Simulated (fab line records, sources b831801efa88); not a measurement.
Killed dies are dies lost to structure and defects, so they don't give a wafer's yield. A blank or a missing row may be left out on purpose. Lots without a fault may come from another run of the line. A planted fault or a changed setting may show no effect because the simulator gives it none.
A struck lot beside a sound one | flow sky130 | 43 steps out of a route of 708
Sound: wafers L915.2, L915.4, L915.5. Struck: wafers L931.2, L931.6. (L931.1 of the same lot was not struck and is left out.) The cause comes at the end.
At each step with rows: each side's tool, then ch and its chambers, then its first start. Under that, the readings that differ: sound wafers | struck wafers | difference of the means | sigmas: that difference in standard deviations of wafers without a fault.
alike: readings whose means differ by less than 2 such deviations, and words and numbers that are the same on both sides. not compared: withheld readings, readings that some wafer has no value for, bounds like >300 that may hide the same value, and numbers for which the record gives no deviation and whose values overlap.
The two part at a step that has a row with sigmas, a row that says differs or no value, or rows on one side only. Numbers that don't overlap but have no deviation are shown without sigmas and don't part them. A reading that every wafer of one side lacks parts them only if that side has two wafers or more.

first, 3 steps without rows for these wafers: SKY_METAL2_EXPOSE_12 (exposes mask MM2, target cd 140 nm); SKY_METAL2_PEB_13; SKY_METAL2_DEVELOP_14 (develop time 60 s).
SKY_METAL2_CD_MEAS_15: target cd 140 nm.
  sound on cd_sem-01, day 35 15:21; struck on cd_sem-01, day 40 19:09
  alike: cd_nm
SKY_METAL2_OVL_MEAS_16:
  sound on overlay-01, day 35 15:27; struck on overlay-02, day 40 19:16
  alike: METAL2_OVL
then, 7 steps without rows for these wafers: SKY_METAL2_DESCUM_17 (chemistry O2, time 8 s); SKY_METAL2_ETCH_18 (etches BARC in N2/H2, stops on SiO2, time 45.9 s, target depth 60 nm); SKY_METAL2_METAL_ETCH_19 (etches the open film in Cl2/BCl3, stops on SiO2, target depth 360 nm, time 78 s); SKY_METAL2_STRIP_20 (strips in O2/N2); SKY_METAL2_STRIP_21 (strips in post etch residue remover, time 1200 s); SKY_METAL2_CLEAN_22 (cleans in IPA, time 180 s); SKY_METAL2_CLEAN_23 (cleans in O3/DIW).
SKY_VIA2_HDPCVD_00: deposits SiO2, target thk 1180 nm, time 196.7 s.
  sound on hdpcvd-02 ch 0,1,2, day 35 16:16; struck on hdpcvd-02 ch 0,2, day 40 20:05
SKY_VIA2_THK_MEAS_01:
  sound on film_metro-02, day 35 16:24; struck on film_metro-03, day 40 20:13
  alike: VIA2_HDPCVD_THK
SKY_VIA2_CMP_02: polishes SiO2.
  sound on cmp-02 ch 2,3, day 35 16:27; struck on cmp-01 ch 0,1, day 40 20:17
  alike: edge_zone_pressure_frac, head_pressure_psi, motor_current_A
SKY_VIA2_BOW_MEAS_03:
  sound on film_metro-03, day 35 16:46; struck on film_metro-02, day 40 20:35
  alike: VIA2_BOW
then, 8 steps without rows for these wafers: SKY_VIA2_DEHYDRATE_04 (time 60 s); SKY_VIA2_HMDS_05 (prime time 60 s); SKY_VIA2_COAT_06 (resist thk 60 nm); SKY_VIA2_COAT_07 (resist thk 450 nm); SKY_VIA2_SOFTBAKE_08 (time 90 s); SKY_VIA2_EXPOSE_09 (exposes mask VIM2, target cd 200 nm); SKY_VIA2_PEB_10; SKY_VIA2_DEVELOP_11 (develop time 60 s).
SKY_VIA2_CD_MEAS_12: target cd 200 nm.
  sound on cd_sem-01, day 36 18:19; struck on cd_sem-01, day 41 20:58
  alike: cd_nm
SKY_VIA2_OVL_MEAS_13:
  sound on overlay-01, day 36 18:26; struck on overlay-02, day 41 21:05
  alike: VIA2_OVL
then, 8 steps without rows for these wafers: SKY_VIA2_ETCH_14 (etches BARC in N2/H2, stops on SiO2, time 45.9 s, target depth 60 nm); SKY_VIA2_ETCH_15 (etches SiO2 in C4F8/O2/Ar, stops on TiN, target depth 546 nm, time 84 s); SKY_VIA2_STRIP_16 (strips in O2/N2); SKY_VIA2_STRIP_17 (strips in post etch residue remover, time 1200 s); SKY_VIA2_CLEAN_18 (cleans in IPA, time 180 s); SKY_VIA2_CLEAN_19 (cleans in O3/DIW); SKY_VIA2_SPUTTER_20 (material TiN, target thk 20 nm, time 80 s); SKY_VIA2_CVD_21 (deposits W, target thk 420 nm, time 126.4 s).
SKY_VIA2_RS_MEAS_22: measures by four-point-probe.
  sound on film_metro-03, day 36 19:25; struck on film_metro-03, day 41 22:01
  alike: VIA2_W_RS
SKY_VIA2_THK_MEAS_23: measures by xrf.
  sound on film_metro-03, day 36 19:31; struck on film_metro-03, day 41 22:08
  alike: VIA2_W_THK
SKY_VIA2_CMP_24: polishes, stops on SiO2, t overpolish 20 s, target thk 0 nm.
  sound on cmp-01 ch 0,1, day 36 19:39; struck on cmp-02 ch 0,1, day 41 22:14
  alike: edge_zone_pressure_frac, head_pressure_psi, motor_current_A, overpolish_run_s, time_to_endpoint_s
then, 1 step without rows for these wafers: SKY_METAL3_SPUTTER_00 (material Ti, target thk 15 nm, time 10 s).
SKY_METAL3_SPUTTER_01: material TiN, target thk 20 nm, time 16.7 s.
  sound on pvd_sputter-04, day 36 19:56; struck on pvd_sputter-01, day 41 22:31
  alike: throttle_valve_pct
SKY_METAL3_SPUTTER_02: material AlCu, target thk 735 nm, time 39.1 s.
  sound on pvd_sputter-04, day 36 19:57; struck on pvd_sputter-01, day 41 22:32
  alike: throttle_valve_pct
then, 1 step without rows for these wafers: SKY_METAL3_SPUTTER_03 (material Ti, target thk 5 nm, time 3.3 s).
SKY_METAL3_SPUTTER_04: material TiN, target thk 70 nm, time 58.3 s.
  sound on pvd_sputter-04, day 36 20:01; struck on pvd_sputter-01, day 41 22:35
  alike: throttle_valve_pct
-- the record jumps here: 8 days lie between the struck wafers' starts before and after (it left off in module METAL3 and takes up again in module PAD_OPEN, whose first step shown is number 708 of the route) --
SKY_PAD_OPEN_PROBE_99:
  sound on prober-02, day 46 03:03; struck on prober-02, day 50 01:16
  reading                               | sound             | struck      | difference | sigmas
  defect_limited_yield (%)              | 83.7 83.3 83.9    | 78.7 74.2   | -7.2       | -3
  killed_at_M0_to_M3                    | 50 31 38          | 65 64       | +25        | +4
  killed_at_front_end                   | 8 15 13           | 14 30       | +10        | +2
  killed_dies                           | 80 82 79          | 105 127     | +36        | +4
  killed_on_rim                         | 21 14 10          | 25 32       | +14        | +3
  killed_short                          | 29 27 36          | 40 49       | +14        | +2
  sort_bin_3_pad_short (%)              | 0.8 0.2 1.2       | 1.8 3.0     | +1.7       | +3
  sort_bin_5_function (%)               | 8.5 9.6 9.3       | 14.2 14.0   | +5.0       | +4
  sort_n_pass                           | 412 410 413       | 387 365     | -36        | -4
  sort_yield_pct (%)                    | 83.7 83.3 83.9    | 78.7 74.2   | -7.2       | -3
  model.etest.tester.sort_n_pass        | 412 410 413       | 387 365     | -36        |
  model.etest.tester.sort_yield_pct (%) | 83.74 83.33 83.94 | 78.66 74.19 | -7.25      |
  model.etest.tester.sort_bin_5_pct (%) | 8.537 9.553 9.35  | 14.23 14.02 | +4.98      |
  model.etest.tester.sort_bin_3_pct (%) | 0.813 0.2033 1.22 | 1.829 3.049 | +1.694     |
  alike: killed_at_M4_up, killed_at_contacts, killed_at_other, killed_open, sort_bin_6_memory

WHERE THEY PART
Only at SKY_PAD_OPEN_PROBE_99, within this record.

WHY: what the simulator had put in
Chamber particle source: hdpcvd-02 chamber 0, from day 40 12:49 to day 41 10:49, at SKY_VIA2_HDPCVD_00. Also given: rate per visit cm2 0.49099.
